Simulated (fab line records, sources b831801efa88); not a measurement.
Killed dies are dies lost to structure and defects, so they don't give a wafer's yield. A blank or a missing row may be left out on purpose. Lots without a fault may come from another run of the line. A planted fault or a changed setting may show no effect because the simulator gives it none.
Which tool did it? | flow sky130 | 6 lots, 18 wafers sampled, at 4 steps of a route of 708

WHAT THE GAUGES READ, wafer by wafer
SKY_PASSIVATION_THK_MEAS_03.
lot  | measured     | on            | PASSIVATION_CVD_02_THK (nm)
L302 | day 44 16:41 | film_metro-04 | 536 642 546
L310 | day 47 02:42 | film_metro-04 | 540 545 544
L315 | day 48 09:52 | film_metro-04 | 543 550 543
L317 | day 48 20:43 | film_metro-03 | 528 543 528
L318 | day 49 02:45 | film_metro-04 | 546 548 558
L320 | day 49 06:52 | film_metro-03 | 524 531 534

WHICH TOOL RAN EACH LOT (tool, then ch and the chambers of the sampled wafers, then the start)
lot  | SKY_VIA4_CMP_02               | SKY_VIA4_CMP_21               | SKY_PASSIVATION_CVD_02
L302 | cmp-02 ch 0,3, day 42 16:40   | cmp-02 ch 0,2,3, day 43 16:48 | pecvd-03 ch 0,1, day 44 16:28
L310 | cmp-02 ch 0,1,3, day 45 07:44 | cmp-01 ch 0,1,3, day 46 05:40 | pecvd-01 ch 0,1,2, day 47 02:29
L315 | cmp-01 ch 1,2,3, day 46 18:59 | cmp-01 ch 1,2, day 47 13:53   | pecvd-01 ch 0,1,2, day 48 09:38
L317 | cmp-01 ch 0,1, day 47 09:01   | cmp-02 ch 0,3, day 48 01:11   | pecvd-03 ch 0,1,2, day 48 20:29
L318 | cmp-02 ch 0,2,3, day 47 12:17 | cmp-02 ch 0,1,2, day 48 06:55 | pecvd-01 ch 0,2, day 49 02:30
L320 | cmp-01 ch 0,1,2, day 47 14:50 | cmp-02 ch 0,1,2, day 48 11:16 | pecvd-03 ch 0,1, day 49 06:39
- SKY_VIA4_CMP_02: polishes SiO2.
- SKY_VIA4_CMP_21: polishes, stops on SiO2, t overpolish 25 s, target thk 0 nm.
- SKY_PASSIVATION_CVD_02: deposits Si3N4, target thk 540 nm.

THE ANSWER, worked out from the rows above alone
Rule: what is usual is taken from the lots themselves. Put in order of their means at a reading, lots are off if they are a third of the lots or fewer, leave a main group of 4 or more, and stand apart from it by a gap of 3 or more times the standard deviation of the main group's means; of several such gaps the widest counts. A main group whose means are all the same, to the digits that the tables above print for the reading, isn't used. A lot without any number at a reading at which 4 lots or more have one is off too. The other lots that the step has rows for count as sound.
Off: L302, at SKY_PASSIVATION_THK_MEAS_03 (PASSIVATION_CVD_02_THK). The main group: mean 540 nm, standard deviation 7.8.
A tool fits if, at a process step before that reading, it ran every lot that is off, and no sound lot after the first of them. The gauges at SKY_PASSIVATION_THK_MEAS_03 are tried like those tools. None of those tried fits.

WHAT THE SIMULATOR HAD PUT IN
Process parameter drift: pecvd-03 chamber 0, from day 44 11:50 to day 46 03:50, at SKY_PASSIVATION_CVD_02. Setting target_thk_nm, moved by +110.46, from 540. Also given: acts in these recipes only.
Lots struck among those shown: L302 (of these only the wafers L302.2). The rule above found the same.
